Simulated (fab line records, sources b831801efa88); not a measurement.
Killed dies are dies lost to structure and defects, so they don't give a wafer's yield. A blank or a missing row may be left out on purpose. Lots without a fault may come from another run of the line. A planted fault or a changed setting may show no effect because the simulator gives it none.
Which tool did it? | flow gf180mcu | 13 lots, 39 wafers sampled, at 4 steps of a route of 602

WHAT THE GAUGES READ, wafer by wafer
GF_PASSIVATION_THK_MEAS_03.
lot  | measured     | on            | PASSIVATION_CVD_02_THK (nm)
L514 | day 28 09:48 | film_metro-04 | 688 697 704
L515 | day 28 19:18 | film_metro-01 | 698 706 702
L517 | day 29 09:02 | film_metro-01 | 696 698 709
L518 | day 29 18:52 | film_metro-04 | 689 687 702
L521 | day 30 16:05 | film_metro-04 | 696 706 719
L523 | day 31 08:23 | film_metro-04 | 711 701 714
L524 | day 31 13:32 | film_metro-04 | 706 696 705
L525 | day 31 19:50 | film_metro-03 | 693 714 704
L526 | day 32 02:07 | film_metro-01 | 709 694 716
L529 | day 32 15:28 | film_metro-01 | 697 706 706
L532 | day 33 12:28 | film_metro-01 | 696 701 687
L535 | day 33 22:52 | film_metro-03 | 698 712 714
L536 | day 34 07:25 | film_metro-03 | 685 688 699

GF_PASSIVATION_BOW_MEAS_14.
lot  | measured     | on            | PASSIVATION_BOW (um)
L514 | day 29 07:16 | film_metro-04 | 147 149 157
L515 | day 29 16:10 | film_metro-04 | 142 135 145
L517 | day 30 05:11 | film_metro-03 | 141 135 137
L518 | day 30 14:50 | film_metro-04 | 132 124 124
L521 | day 31 11:01 | film_metro-01 | 129 135 123
L523 | day 32 02:56 | film_metro-04 | 154 151 144
L524 | day 32 09:14 | film_metro-04 | 133 141 135
L525 | day 32 14:13 | film_metro-04 | 136 142 141
L526 | day 32 20:22 | film_metro-04 | 135 145 142
L529 | day 33 09:08 | film_metro-01 | 128 136 127
L532 | day 34 06:28 | film_metro-04 | 146 141 138
L535 | day 34 15:13 | film_metro-01 | 145 155 147
L536 | day 34 23:09 | film_metro-01 | 135 142 133

WHICH TOOL RAN EACH LOT (tool, then ch and the chambers of the sampled wafers, then the start)
lot  | GF_V1_SPUTTER_22             | GF_TOP_METAL_SPUTTER_03
L514 | pvd_sputter-02, day 18 09:03 | pvd_sputter-03, day 27 12:16
L515 | pvd_sputter-01, day 18 19:51 | pvd_sputter-02, day 27 21:44
L517 | pvd_sputter-04, day 19 17:26 | pvd_sputter-03, day 28 13:09
L518 | pvd_sputter-02, day 20 05:54 | pvd_sputter-02, day 28 22:37
L521 | pvd_sputter-02, day 21 08:48 | pvd_sputter-01, day 29 20:59
L523 | pvd_sputter-02, day 22 04:57 | pvd_sputter-01, day 30 13:44
L524 | pvd_sputter-04, day 22 11:38 | pvd_sputter-01, day 30 19:37
L525 | pvd_sputter-01, day 22 20:26 | pvd_sputter-01, day 31 01:43
L526 | pvd_sputter-02, day 23 04:17 | pvd_sputter-03, day 31 07:46
L529 | pvd_sputter-04, day 24 00:16 | pvd_sputter-02, day 31 21:46
L532 | pvd_sputter-04, day 25 01:21 | pvd_sputter-02, day 32 19:13
L535 | pvd_sputter-04, day 25 17:38 | pvd_sputter-03, day 33 06:23
L536 | pvd_sputter-02, day 26 03:48 | pvd_sputter-02, day 33 14:53
- GF_V1_SPUTTER_22: material TiN, target thk 10 nm, time 40 s.
- GF_TOP_METAL_SPUTTER_03: material Ti, target thk 5 nm, time 3.3 s.

WHAT THE TOOLS THEMSELVES READ (means of the sampled wafers that have a number; where no wafer has one, the mark that the record gives instead)
GF_V1_SPUTTER_22.
lot  | tool           | cathode_dc_power_W (W) | throttle_valve_pct (%)
L514 | pvd_sputter-02 | 4000.8                 | 29.4
L515 | pvd_sputter-01 | 4000.9                 | 29.6
L517 | pvd_sputter-04 | 4000.3                 | 29.3
L518 | pvd_sputter-02 | 3999.7                 | 30.1
L521 | pvd_sputter-02 | 4000.6                 | 29.8
L523 | pvd_sputter-02 | 4000.0                 | 29.3
L524 | pvd_sputter-04 | 4000.2                 | 30.3
L525 | pvd_sputter-01 | 4000.2                 | 29.6
L526 | pvd_sputter-02 | 4000.4                 | 29.6
L529 | pvd_sputter-04 | 4000.0                 | 29.8
L532 | pvd_sputter-04 | 3999.9                 | 29.4
L535 | pvd_sputter-04 | 4000.0                 | 29.4
L536 | pvd_sputter-02 | 3999.5                 | 29.7

GF_TOP_METAL_SPUTTER_03.
lot  | tool           | cathode_dc_power_W (W) | throttle_valve_pct (%)
L514 | pvd_sputter-03 | 3000.2                 | 30.0
L515 | pvd_sputter-02 | 3000.2                 | 29.3
L517 | pvd_sputter-03 | 2999.8                 | 29.6
L518 | pvd_sputter-02 | 3000.1                 | 29.6
L521 | pvd_sputter-01 | 2999.9                 | 29.1
L523 | pvd_sputter-01 | 2957.4                 | 29.8
L524 | pvd_sputter-01 | 2956.9                 | 29.4
L525 | pvd_sputter-01 | 2957.3                 | 29.1
L526 | pvd_sputter-03 | 2999.8                 | 30.0
L529 | pvd_sputter-02 | 3000.2                 | 29.6
L532 | pvd_sputter-02 | 2999.8                 | 30.6
L535 | pvd_sputter-03 | 3000.1                 | 30.3
L536 | pvd_sputter-02 | 3000.2                 | 30.0

THE ANSWER, worked out from the rows above alone
Rule: what is usual is taken from the lots themselves. Put in order of their means at a reading, lots are off if they are a third of the lots or fewer, leave a main group of 4 or more, and stand apart from it by a gap of 3 or more times the standard deviation of the main group's means; of several such gaps the widest counts. A main group whose means are all the same, to the digits that the tables above print for the reading, isn't used. A lot without any number at a reading at which 4 lots or more have one is off too. The other lots that the step has rows for count as sound. The gauges are gone through in route order, then the tools' own readings, and for those a lot's mean is taken as printed above. The first step at which some lot is off is used, and at that step the reading that is off furthest; a lot without a number counts as furthest.
Off: L523, L524, L525, at GF_TOP_METAL_SPUTTER_03 (cathode_dc_power_W). The main group: mean 3000.0 W, standard deviation 0.17.
A tool fits if, at that step or a process step before it, it ran every lot that is off, and no sound lot after the first of them. One fits: pvd_sputter-01 at GF_TOP_METAL_SPUTTER_03. Its last sound lot is L521 (day 29 20:59), its first lot that is off L523 (day 30 13:44): a fault that began between those two fits.
The tool's own readings at GF_TOP_METAL_SPUTTER_03 bear it out: on the lots that are off they differ by more than 5 times the standard deviation of the sound lots' means. cathode_dc_power_W reads 2957.2 W there against 3000.0 W on the sound lots.

WHAT THE SIMULATOR HAD PUT IN
Process parameter drift: pvd_sputter-01, from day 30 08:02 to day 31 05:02, at GF_TOP_METAL_SPUTTER_03. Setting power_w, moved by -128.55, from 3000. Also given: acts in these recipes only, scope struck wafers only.
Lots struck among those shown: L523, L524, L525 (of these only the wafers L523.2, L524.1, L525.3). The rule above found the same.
